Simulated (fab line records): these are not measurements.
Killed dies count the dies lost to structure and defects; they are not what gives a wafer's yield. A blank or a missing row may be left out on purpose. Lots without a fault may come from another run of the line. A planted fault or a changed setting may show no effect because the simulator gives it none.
Matching of chambers | flow sfqLine | SFQ_TRILAYER_A5C_DEP_PECVD_142 on pecvd-04 has 3 sister chambers
The step deposits SiO2 from SiH4/N2O, time 15.556 s, target thk 70 nm. 3 wafers are shown with their chamber, then 8 later ones without.

WAFERS PAIRED WITH THEIR CHAMBERS
wafer  | chamber | showerheadVppV (V)
L606.2 | 0       | 763
L606.3 | 2       | 810
L608.1 | 1       | 831

WAFERS WITH NO CHAMBER GIVEN
wafer  | showerheadVppV (V)
L608.4 | 819
L608.6 | 821
L609.3 | 836
L609.5 | 809
L609.6 | 783
L611.1 | 780
L611.3 | 821
L611.5 | 820

WHICH CHAMBER EACH ONE RAN IN
wafer  | from the rows above     | in truth
L608.4 | can't be placed: 2 or 1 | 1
L608.6 | can't be placed: 1 or 2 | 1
L609.3 | can't be placed: 1 or 2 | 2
L609.5 | can't be placed: 2 or 1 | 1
L609.6 | can't be placed: 0 or 2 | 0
L611.1 | can't be placed: 0 or 2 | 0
L611.3 | can't be placed: 1 or 2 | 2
L611.5 | can't be placed: 2 or 1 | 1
0 of 8 placed correctly. From these rows, 8 cannot be placed; in 8 the true chamber is one of the candidates. Wrongly placed: 0.
How it was worked out, from the rows above alone: a wafer's distance from a chamber is the root of the sum, over the readings, of the square of ((its reading less the chamber's mean) divided by the reading's scatter). If the next closest chamber is less than 2 further off than the closest, the wafer can't be placed; otherwise it belongs to the closest. For every chamber, the mean is computed from those of its wafers that are shown. The scatter (one wafer shown for each chamber): square how far every hidden wafer sits from the nearest shown wafer, average those squares and take the square root.
